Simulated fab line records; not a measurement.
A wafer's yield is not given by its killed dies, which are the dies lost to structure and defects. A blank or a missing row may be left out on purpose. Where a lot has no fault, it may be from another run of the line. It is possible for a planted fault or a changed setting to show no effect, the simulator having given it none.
What tool caused it?	flow gf180mcu	42 wafers from 14 lots sampled at 4 of the route's 602 steps

## WHAT THE GAUGES READ, wafer by wafer
GF_V1_CD_MEAS_14 targets a cd of 260 nm. Usual: 260.2 nm for cdNm, sd 1.2.
lot	measured	on	cdNm (nm)	flag
L595	day 18 11:49	cdSem-01	260.7 261.1 261.4	
L596	day 18 15:33	cdSem-02	260.6 259.7 260.1	
L597	day 18 16:43	cdSem-02	259.8 260.2 259.7	
L598	day 19 00:38	cdSem-02	262.3 261.4 260.7	
L599	day 19 17:29	cdSem-01	260.5 261.2 260.7	
L602	day 21 04:04	cdSem-01	261.1 261.1 260.7	
L605	day 22 09:55	cdSem-02	262.9 262.2 261.1	
L608	day 22 23:44	cdSem-01	258.3 259.7 258.8	
L609	day 23 14:47	cdSem-01	261.7 261.4 262.4	
L611	day 24 15:43	cdSem-01	260.7 259.1 260.7	
L612	day 24 12:25	cdSem-01	259.3 260.0 259.6	
L613	day 24 17:16	cdSem-02	259.9 261.2 260.6	
L617	day 25 23:49	cdSem-02	259.9 260.5 258.6	
L618	day 25 23:55	cdSem-01	260.8 260.6 260.9	

GF_M3_RS_MEAS_05: the measuring method here is four-point-probe. Usual: M3_ALCU_RS gives 0.0696 ohm/sq (standard deviation 0.00082).
lot	measured	on	M3_ALCU_RS (ohm/sq)	flag
L595	day 20 16:15	filmMetro-04	0.0691 0.0708 0.0702	
L596	day 20 20:26	filmMetro-02	0.0714 0.0710 0.0712	
L597	day 20 22:14	filmMetro-02	0.0695 0.0693 0.0694	
L598	day 21 06:15	filmMetro-02	0.0703 0.0689 0.0691	
L599	day 21 22:08	filmMetro-01	0.0681 0.0693 0.0680	
L602	day 23 07:39	filmMetro-01	0.0686 0.0686 0.0685	
L605	day 24 10:48	filmMetro-04	0.0693 0.0698 0.0693	
L608	day 25 01:22	filmMetro-04	0.0693 0.0696 0.0694	
L609	day 25 14:43	filmMetro-01	0.0706 0.0715 0.0704	
L611	day 26 14:19	filmMetro-01	0.0699 0.0701 0.0702	
L612	day 26 11:19	filmMetro-04	0.0694 0.0709 0.0693	
L613	day 26 15:05	filmMetro-01	0.0709 0.0706 0.0699	
L617	day 27 20:55	filmMetro-01	0.0682 0.0681 0.0690	
L618	day 27 21:18	filmMetro-01	0.0703 0.0683 0.0698	

## TOOL THAT RAN EACH LOT (tool first, then ch and the chambers of the sampled wafers, then the start)
lot	GF_STI_PEB_10	GF_POLY_GATE_ETCH_12
L595	lithoTrack-02 ch 0, day 2 02:02	rieDiel-02 ch 0,1, day 9 08:44
L596	lithoTrack-04 ch 0, day 2 05:52	rieDiel-02 ch 0,3, day 9 11:53
L597	lithoTrack-03 ch 0, day 2 11:13	rieDiel-04 ch 0,1,2, day 9 16:40
L598	lithoTrack-02 ch 0, day 2 17:08	rieDiel-02 ch 1,2, day 9 22:22
L599	lithoTrack-04 ch 0, day 3 01:53	rieDiel-01 ch 0,1,3, day 10 09:37
L602	lithoTrack-04 ch 0, day 3 11:50	rieDiel-01 ch 2,3, day 11 13:02
L605	lithoTrack-04 ch 0, day 4 06:14	rieDiel-02 ch 0,1, day 12 14:04
L608	lithoTrack-03 ch 0, day 4 20:39	rieDiel-02 ch 1,2, day 13 01:19
L609	lithoTrack-02 ch 0, day 5 04:02	rieDiel-01 ch 0,1, day 13 13:02
L611	lithoTrack-02 ch 0, day 5 14:26	rieDiel-02 ch 0,1,3, day 14 12:44
L612	lithoTrack-03 ch 0, day 5 18:25	rieDiel-01 ch 0,1, day 14 10:47
L613	lithoTrack-02 ch 0, day 5 20:27	rieDiel-04 ch 2,3, day 14 14:49
L617	lithoTrack-04 ch 0, day 6 21:18	rieDiel-04 ch 0,1, day 15 22:53
L618	lithoTrack-03 ch 0, day 7 00:58	rieDiel-01 ch 1,2,3, day 15 23:53
- GF_STI_PEB_10: peb time 90 s.
- GF_POLY_GATE_ETCH_12: etches BARC in N2/H2.

## AS READ BY THE TOOLS THEMSELVES (means over the sampled wafers that have a number; for cases with no such wafer, the mark the record gives instead)
GF_STI_PEB_10. Usual: exhaustPa 45.2 Pa, standard deviation 1; heaterPowerTotalW 85.70 W, standard deviation 0.08; plateTempC 135.01 C, standard deviation 0.14.
lot	tool	exhaustPa (Pa)	heaterPowerTotalW (W)	plateTempC (C)	flag
L595	lithoTrack-02	44.5	85.69	135.06	
L596	lithoTrack-04	45.2	85.69	134.96	
L597	lithoTrack-03	45.2	85.73	135.08	
L598	lithoTrack-02	45.1	85.83	135.06	
L599	lithoTrack-04	46.2	85.75	134.79	
L602	lithoTrack-04	45.8	84.74	133.79	OFF
L605	lithoTrack-04	45.8	84.83	133.77	OFF
L608	lithoTrack-03	45.3	85.76	135.07	
L609	lithoTrack-02	45.7	85.68	135.18	
L611	lithoTrack-02	43.2	85.79	135.24	
L612	lithoTrack-03	45.0	85.77	134.91	
L613	lithoTrack-02	46.1	85.64	134.92	
L617	lithoTrack-04	45.0	85.64	134.97	
L618	lithoTrack-03	46.5	85.69	135.08	

GF_POLY_GATE_ETCH_12. Usual: drypumpMotorCurrentA 5.6 A, standard deviation 0.4; oesProductAu 0.735 a.u., standard deviation 0.0046; throttleValvePct 13.214 %, standard deviation 0.0079.
lot	tool	drypumpMotorCurrentA (A)	oesProductAu (a.u.)	throttleValvePct (%)	flag
L595	rieDiel-02	5.2	0.738	13.209	
L596	rieDiel-02	5.6	0.732	13.215	
L597	rieDiel-04	5.5	0.730	13.209	
L598	rieDiel-02	5.6	0.735	13.216	
L599	rieDiel-01	5.8	0.734	13.207	
L602	rieDiel-01	5.8	0.733	13.217	
L605	rieDiel-02	5.2	0.733	13.217	
L608	rieDiel-02	5.4	0.739	13.220	
L609	rieDiel-01	6.2	0.739	13.217	
L611	rieDiel-02	5.5	0.734	13.210	
L612	rieDiel-01	5.7	0.734	13.213	
L613	rieDiel-04	5.8	0.731	13.211	
L617	rieDiel-04	5.3	0.734	13.220	
L618	rieDiel-01	5.6	0.735	13.215	

## THE ANSWER, worked out from the rows above alone
Rule: a lot is off if the mean of its wafers that have a number lies more than 3 standard deviations from the usual mean. A lot without any number at a reading at which 4 lots or more have one is off too. All remaining lots with rows at the step are treated as sound. The gauges are gone through in route order, then the tools' own readings, and for those a lot's mean is taken as printed above. At the first step where some lot is off, the reading lying furthest off is the one used; lots without a number count as furthest.
Off at GF_STI_PEB_10 (heaterPowerTotalW): L602, L605.
If a tool, at that step or one of the process steps before it, ran each lot that is off and ran no sound lot following the first of them, it fits. None of those tried fits.

## WHAT THE SIMULATOR HAD PUT IN
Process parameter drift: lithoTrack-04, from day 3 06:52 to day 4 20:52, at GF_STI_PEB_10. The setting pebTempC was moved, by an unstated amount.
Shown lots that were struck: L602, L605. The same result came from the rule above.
